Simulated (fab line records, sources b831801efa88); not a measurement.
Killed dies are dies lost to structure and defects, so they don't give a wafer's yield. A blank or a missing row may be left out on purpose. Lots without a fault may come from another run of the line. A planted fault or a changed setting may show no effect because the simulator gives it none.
Split-lot experiment | flow sfq_line | 5 lots, 23 wafers read, on a route of 325 steps

THE SPLIT
At SFQ_TRILAYER_M6_DEP_SPUTTER_157 (material Nb, target thk 200 nm, time 133.3 s), the setting time_s was moved away from the recipe's 133.3 s on 6 of the 23 wafers read, by +8.2% to +11.2%. The other wafers ran this setting at the recipe's value.

FROM THE SPLIT TO THE READING: what the file shows between them, 3 steps
- SFQ_M6_RS_MEAS_938: measures by four-point-probe
- SFQ_TRILAYER_M6_LITHO_COAT_164: resist thk 62 nm
- SFQ_TRILAYER_M6_BARC_OPEN_METAL_ETCH_206: etches BARC in O2, target depth 125 nm, time 41.7 s

THE READING
oes_product_au, in a.u., at SFQ_TRILAYER_M6_ETCH_METAL_ETCH_162 (etches Nb in Cl2/Ar, stops on SiO2, target depth 240 nm, time 120 s). Fault-free wafers of this fab line usually give 0.889 a.u., standard deviation 0.0056 a.u..

wafer  | tool, chamber at the split | time_s as run, s | against the recipe | oes_product_au, a.u. | against lot-mates on the recipe
L074.1 | pvd_sputter-04, -          | 144.2            | +8.2%              | 0.944                | +0.057
L074.2 | pvd_sputter-04, -          | 144.2            | +8.2%              | 0.936                | +0.049
L074.3 | pvd_sputter-04, -          | 133.3            | recipe             | 0.887                | -
L074.4 | pvd_sputter-04, -          | 133.3            | recipe             | 0.887                | -
L074.5 | pvd_sputter-04, -          | 144.2            | +8.2%              | 0.929                | +0.042
L075.1 | pvd_sputter-05, -          | 133.3            | recipe             | 0.894                | -
L075.3 | pvd_sputter-05, -          | 148.2            | +11.2%             | 0.941                | +0.050
L075.4 | pvd_sputter-05, -          | 133.3            | recipe             | 0.887                | -
L075.5 | pvd_sputter-05, -          | 148.2            | +11.2%             | 0.948                | +0.057
L075.6 | pvd_sputter-05, -          | 148.2            | +11.2%             | 0.947                | +0.056
L079.1 | pvd_sputter-05, -          | 133.3            | recipe             | 0.883                | -
L079.2 | pvd_sputter-05, -          | 133.3            | recipe             | 0.885                | -
L079.5 | pvd_sputter-05, -          | 133.3            | recipe             | 0.884                | -
L082.1 | pvd_sputter-04, -          | 133.3            | recipe             | 0.890                | -
L082.2 | pvd_sputter-04, -          | 133.3            | recipe             | 0.885                | -
L082.4 | pvd_sputter-04, -          | 133.3            | recipe             | 0.883                | -
L082.5 | pvd_sputter-04, -          | 133.3            | recipe             | 0.882                | -
L082.6 | pvd_sputter-04, -          | 133.3            | recipe             | 0.888                | -
L085.1 | pvd_sputter-05, -          | 133.3            | recipe             | 0.892                | -
L085.2 | pvd_sputter-05, -          | 133.3            | recipe             | 0.895                | -
L085.4 | pvd_sputter-05, -          | 133.3            | recipe             | 0.893                | -
L085.5 | pvd_sputter-05, -          | 133.3            | recipe             | 0.893                | -
L085.6 | pvd_sputter-05, -          | 133.3            | recipe             | 0.889                | -

THE FIT
A straight line over all 23 wafers: oes_product_au changes by +0.00538 a.u. for each +1% of time_s; r = +0.98; the points scatter about the line by 0.0049 a.u..
The same after taking each lot's own level away (the mean of its wafers on the recipe; 23 wafers): +0.00527 a.u. for each +1%; r = +0.98; scatter 0.0043 a.u..
On that fit, the largest move of time_s shifts the reading by 0.059 a.u..
The lots' own levels span 0.8840 to 0.8924 a.u., that is 1.5 times the standard deviation above.
So the lot-to-lot level changes the slope little: the two slopes agree.
Check: with one of the wafers moved furthest among these (+11.2%) left out of the fit, the line predicts +0.0616 a.u. for it against its lot-mates. It came out at +0.0505 a.u. against them.

OTHER SPLITS ON THESE WAFERS
These wafers also went through other splits before the reading. Each is held against what the fit with the lots' levels taken away leaves over:
other split on the same wafers           | wafers away from the commonest value | r with oes_product_au (lot level and that fit taken away)
SFQ_TRILAYER_R5_LITHO_PEB_139 peb_temp_c | 10                                   | +0.00
SFQ_TRILAYER_I5_LITHO_COAT_144 spin_rpm  | 11                                   | +0.51

THE WHOLE CHAIN: every reading that the file lists as answering this split, in the file's order
step                                | what it does                                                        | reading                                                                                   | change (the file's fit)                   | r (the file's)
SFQ_TRILAYER_M6_DEP_SPUTTER_157     | material Nb, target thk 200 nm, time 133.3 s                        | Nb_of_TRILAYER_M6_DEP_SPUTTER_157.thk_nm (the simulator's own value, which no gauge read) | +2.01 nm for each +1% of the setting      | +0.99
SFQ_M6_RS_MEAS_938                  | measures by four-point-probe                                        | M6_NB_RS                                                                                  | -0.00836 for each +1% of the setting      | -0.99
SFQ_TRILAYER_M6_ETCH_METAL_ETCH_162 | etches Nb in Cl2/Ar, stops on SiO2, target depth 240 nm, time 120 s | oes_product_au                                                                            | +0.00532 a.u. for each +1% of the setting | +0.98

THE FILE'S OWN FIT
oes_product_au changes by +0.00532 a.u. for each +1% of time_s, r = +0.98.
